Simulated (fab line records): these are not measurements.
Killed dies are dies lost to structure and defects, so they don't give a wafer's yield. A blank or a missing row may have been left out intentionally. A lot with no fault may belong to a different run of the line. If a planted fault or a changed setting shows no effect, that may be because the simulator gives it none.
Struck lot and sound lot, side by side | flow gf180mcu | 15 steps out of a route of 602
Sound: these wafers, L267.1, L267.3, L267.4. Struck: wafers L270.1, L270.3, L270.5. The cause is named last.
At each step with rows: each side's tool, then ch and its chambers, then its first start. Under that, the readings that differ: sound wafers | struck wafers | difference of the means | sigmas: that difference in standard deviations of wafers without a fault.
alike: a reading whose means differ by less than 2 such deviations, as well as words and numbers matching on both sides. not compared: withheld readings; readings where some wafer has no value; bounds like >300 that might hide an equal value; numbers whose values overlap and for which the record gives no deviation.
A row with sigmas, a row that says differs or no value, or rows on one side alone: a step with any of these is where the two part. Non-overlapping numbers with no deviation appear without sigmas and do not part them. A reading missing from all wafers of one side parts the sides only when that side holds two or more wafers.

first, 3 steps without rows for these wafers: GF_V2_EXPOSE_11 (exposes mask Via2, target cd 260 nm); GF_V2_PEB_12 (peb time 90 s); GF_V2_DEVELOP_13 (develop time 60 s).
GF_V2_CD_MEAS_14 targets a cd of 260 nm.
  sound on cd sem-02, day 23 05:46; struck on cd sem-02, day 24 18:23
  alike: cd nm
GF_V2_OVL_MEAS_15:
  sound on overlay-01, day 23 05:53; struck on overlay-01, day 24 18:30
  alike: V2_OVL
GF_V2_ETCH_16: etches BARC in N2/H2.
  sound on rie diel-04 ch 1,2,3, day 23 05:55; struck on rie diel-01 ch 0,1, day 24 18:32
  alike: drypump motor current A, n2 flow sccm, oes product au, rf fwd power W, throttle valve pct
GF_V2_ETCH_17: etches SiO2 in C4F8/O2/Ar, stops on TiN, target depth 630 nm.
  sound: rie diel-04 ch 1,2,3; struck: rie diel-01 ch 0,1
  alike: oes product au, rf fwd power W
GF_V2_STRIP_18: strips in O2/N2.
  sound on plasma asher-04 ch 0,1, day 23 06:02; struck on plasma asher-04 ch 1, day 24 18:40
  reading               | sound             | struck            | difference | sigmas
  oes product au (a.u.) | 0.589 0.585 0.580 | 0.594 0.597 0.593 | +0.010     | +2
  alike: drypump motor current A, heater power w, n2 flow sccm
  not compared: rf hours counter h
then, 2 steps without rows for these wafers: GF_V2_STRIP_19 (strips in post etch residue remover, time 1200 s); GF_V2_CLEAN_20 (cleans in DIW).
GF_V2_SPUTTER_21: material Ti, target thk 15 nm, time 80.02 s.
  sound on pvd sputter-03, day 23 06:35; struck on pvd sputter-01, day 24 19:16
  alike: throttle valve pct
GF_V2_SPUTTER_22: material TiN, target thk 10 nm, time 40 s.
  sound on pvd sputter-03, day 23 06:38; struck on pvd sputter-01, day 24 19:20
  alike: throttle valve pct
GF_V2_CVD_23: deposits W, target thk 350 nm, time 104.94 s.
  sound on cvd w-02 ch 0,1, day 23 06:41; struck on cvd w-02 ch 0,1, day 24 19:22
  reading                          | sound             | struck          | difference | sigmas
  model.W_of_V2_CVD_23.thk nm (nm) | 347.3 349.5 348.3 | 203.4 203 199.7 | -146.3     |
  alike: heater power outer w, heater power w
GF_V2_RS_MEAS_24: a four-point-probe measurement.
  sound on film metro-02, day 23 06:47; struck on film metro-04, day 24 19:46
  reading          | sound             | struck            | difference | sigmas
  V2_W_RS (ohm/sq) | 0.330 0.328 0.329 | 0.566 0.568 0.576 | +0.241     | +73
  not compared: hold
next, for these wafers, 1 step has no rows: GF_PASSIVATION_PROBE_99.

== WHERE THEY PART ==
Last at GF_V2_RS_MEAS_24 as far as this record goes, first at GF_V2_STRIP_18.

WHY: whatever the simulator had introduced
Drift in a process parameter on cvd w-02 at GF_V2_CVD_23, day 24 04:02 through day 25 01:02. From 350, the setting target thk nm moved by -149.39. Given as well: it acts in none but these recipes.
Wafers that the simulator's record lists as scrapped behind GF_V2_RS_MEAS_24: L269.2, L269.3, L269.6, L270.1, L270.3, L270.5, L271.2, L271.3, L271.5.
